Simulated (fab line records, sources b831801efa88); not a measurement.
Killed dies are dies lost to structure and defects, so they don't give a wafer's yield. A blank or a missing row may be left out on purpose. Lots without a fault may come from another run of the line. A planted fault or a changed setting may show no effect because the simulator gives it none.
A struck lot beside a sound one | flow sky130 | 44 steps out of a route of 708
Sound: wafers L410.1, L410.4, L410.5. Struck: wafers L424.1, L424.3, L424.4. The cause comes at the end.
At each step with rows: each side's tool, then ch and its chambers, then its first start. Under that, the readings that differ: sound wafers | struck wafers | difference of the means | sigmas: that difference in standard deviations of wafers without a fault.
alike: readings whose means differ by less than 2 such deviations, and words and numbers that are the same on both sides. not compared: withheld readings, readings that some wafer has no value for, bounds like >300 that may hide the same value, and numbers for which the record gives no deviation and whose values overlap.
The two part at a step that has a row with sigmas, a row that says differs or no value, or rows on one side only. Numbers that don't overlap but have no deviation are shown without sigmas and don't part them. A reading that every wafer of one side lacks parts them only if that side has two wafers or more.

first, 5 steps without rows for these wafers: SKY_FIELD_ISO_WET_ETCH_18 (etches Si3N4 in H3PO4, target depth 25 nm, time 286 s); SKY_FIELD_ISO_CLEAN_19 (cleans in SC1/SC2, time 150 s); SKY_FIELD_ISO_CLEAN_20 (cleans in dHF, time 20 s); SKY_FIELD_ISO_WET_ETCH_21 (etches SiO2 in dHF, target depth 20 nm, time 400 s); SKY_FIELD_ISO_OXIDATION_22 (stabilise 600 s, purge 300 s, target thk 10 nm).
SKY_FIELD_ISO_THK_MEAS_23:
  sound on film_metro-01, day 2 23:48; struck on film_metro-01, day 5 22:54
  alike: FIELD_ISO_OXIDATION_01_THK
then, 1 step without rows for these wafers: SKY_FIELD_ISO_CVD_24 (deposits SiO2, target thk 595 nm, time 99.2 s).
SKY_FIELD_ISO_THK_MEAS_25:
  sound on film_metro-03, day 2 23:58; struck on film_metro-03, day 5 23:02
  alike: FIELD_ISO_CVD_24_THK
then, 1 step without rows for these wafers: SKY_FIELD_ISO_ANNEAL_26 (time 1800 s).
SKY_FIELD_ISO_CMP_27: polishes, stops on Si3N4, t overpolish 16 s, target thk 457.8 nm.
  sound on cmp-02 ch 0,3, day 3 01:32; struck on cmp-02 ch 0,1,2, day 6 00:39
  alike: motor_current_A, overpolish_run_s, time_to_endpoint_s
then, 2 steps without rows for these wafers: SKY_FIELD_ISO_WET_ETCH_28 (etches SiO2 in dHF, target depth 23.7 nm, time 47 s); SKY_FIELD_ISO_WET_ETCH_29 (etches Si3N4 in H3PO4, target depth 160 nm, time 1825 s).
SKY_FIELD_ISO_WET_ETCH_30: etches SiO2 in dHF, target depth 25 nm, time 50 s.
  sound on wet_bench-02 ch 0, day 3 02:22; struck on wet_bench-02 ch 0, day 6 01:26
  reading                                    | sound             | struck            | difference | sigmas
  run_length_s (s)                           | 76.7 76.7 76.7    | 63.5 63.5 63.5    | -13.2      | -5
  model.SiO2_of_FIELD_ISO_CVD_24.thk_nm (nm) | 406.3 406.6 406.8 | 414.2 413.7 413.1 | +7.1       |
then, 2 steps without rows for these wafers: SKY_NWELL_CLEAN_00 (cleans in SC1/SC2, time 150 s); SKY_NWELL_OXIDATION_01 (stabilise 600 s, purge 300 s, target thk 10 nm).
SKY_NWELL_THK_MEAS_02:
  sound on film_metro-04, day 3 05:02; struck on film_metro-02, day 6 03:59
  alike: NWELL_OXIDATION_THK
then, 8 steps without rows for these wafers: SKY_DNWELL_DEHYDRATE_00 (time 60 s); SKY_DNWELL_HMDS_01 (prime time 60 s); SKY_DNWELL_COAT_02 (resist thk 3000 nm); SKY_DNWELL_SOFTBAKE_03; SKY_DNWELL_EXPOSE_04 (exposes mask DNM, target cd 3000 nm); SKY_DNWELL_PEB_05; SKY_DNWELL_DEVELOP_06 (develop time 60 s); SKY_DNWELL_IMPLANT_07.
SKY_DNWELL_STRIP_08: strips in O2/N2.
  sound on plasma_asher-02 ch 0,1, day 3 21:11; struck on plasma_asher-03 ch 0,1, day 6 23:14
  alike: drypump_motor_current_A, o2_flow_sccm, oes_product_au, strip_time_to_endpoint_s
  not compared: rf_hours_counter_h
SKY_DNWELL_TW_MEAS_09:
  sound on film_metro-01, day 3 21:17; struck on film_metro-04, day 6 23:20
  reading   | sound          | struck         | difference | sigmas
  DNWELL_TW | 1131 1131 1138 | 1106 1104 1115 | -25        | -3
then, 7 steps without rows for these wafers: SKY_PWDE_DEHYDRATE_00 (time 60 s); SKY_PWDE_HMDS_01 (prime time 60 s); SKY_PWDE_COAT_02 (resist thk 3000 nm); SKY_PWDE_SOFTBAKE_03; SKY_PWDE_EXPOSE_04 (exposes mask PWDEM, target cd 840 nm); SKY_PWDE_PEB_05; SKY_PWDE_DEVELOP_06 (develop time 60 s).
SKY_PWDE_OVL_MEAS_07:
  sound on overlay-02, day 4 14:14; struck on overlay-02, day 7 18:38
  alike: PWDE_OVL
then, 1 step without rows for these wafers: SKY_PWDE_IMPLANT_08.
SKY_PWDE_STRIP_09: strips in O2/N2.
  sound on plasma_asher-04 ch 0,1, day 4 14:25; struck on plasma_asher-04 ch 0,1, day 7 18:49
  alike: drypump_motor_current_A, o2_flow_sccm, oes_product_au, strip_time_to_endpoint_s
  not compared: rf_hours_counter_h
SKY_PWDE_TW_MEAS_10:
  sound on film_metro-04, day 4 14:31; struck on film_metro-02, day 7 18:55
  alike: PWDE_TW
then, 5 steps without rows for these wafers: SKY_NWELL_DEHYDRATE_03 (time 60 s); SKY_NWELL_HMDS_04 (prime time 60 s); SKY_NWELL_COAT_05 (resist thk 3000 nm); SKY_NWELL_SOFTBAKE_06; SKY_NWELL_EXPOSE_07 (exposes mask NWM, target cd 840 nm).
-- the record jumps here: 26 days lie between the struck wafers' starts before and after (it left off in module NWELL and takes up again in module SALICIDE, whose first step shown is number 361 of the route) --
SKY_SALICIDE_CLEAN_00: cleans in HF-last, time 30 s.
  sound on wet_bench-03 ch 0, day 28 22:22; struck on wet_bench-02 ch 2, day 33 11:59
  reading                                    | sound             | struck            | difference | sigmas
  model.SiO2_of_FIELD_ISO_CVD_24.thk_nm (nm) | 360.2 360.5 360.6 | 367.6 367.1 366.5 | +6.6       |
-- the record jumps here: 16 days lie between the struck wafers' starts before and after (it left off in module SALICIDE and takes up again in module PAD_OPEN, whose first step shown is number 708 of the route) --
SKY_PAD_OPEN_PROBE_99:
  sound on prober-01, day 46 11:12; struck on prober-01, day 49 17:33
  reading                                   | sound                | struck               | difference | sigmas
  model.etest.field_n.vt_v (V)              | 35.72 35.95 35.96    | 36.54 36.52 36.58    | +0.67      |
  model.etest.sram_nfet_pass.off_log10_a_um | -12.33 -12.38 -12.87 | -12.99 -12.95 -12.99 | -0.45      |
  alike: killed_at_M0_to_M3, killed_at_M4_up, killed_at_contacts, killed_at_front_end, killed_at_other, killed_dies, killed_open, killed_short
  not compared: model.etest.pfet_16v.r_on_ohm_um

WHERE THEY PART
First at SKY_FIELD_ISO_WET_ETCH_30; last, within this record, at SKY_DNWELL_TW_MEAS_09. Later steps at which nothing parts them and some readings are alike: SKY_PWDE_OVL_MEAS_07, SKY_PWDE_STRIP_09, SKY_PWDE_TW_MEAS_10, SKY_PAD_OPEN_PROBE_99.

WHY: what the simulator had put in
Process parameter drift: wet_bench-02, from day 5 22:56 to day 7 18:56, at SKY_FIELD_ISO_WET_ETCH_30. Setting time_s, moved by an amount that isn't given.
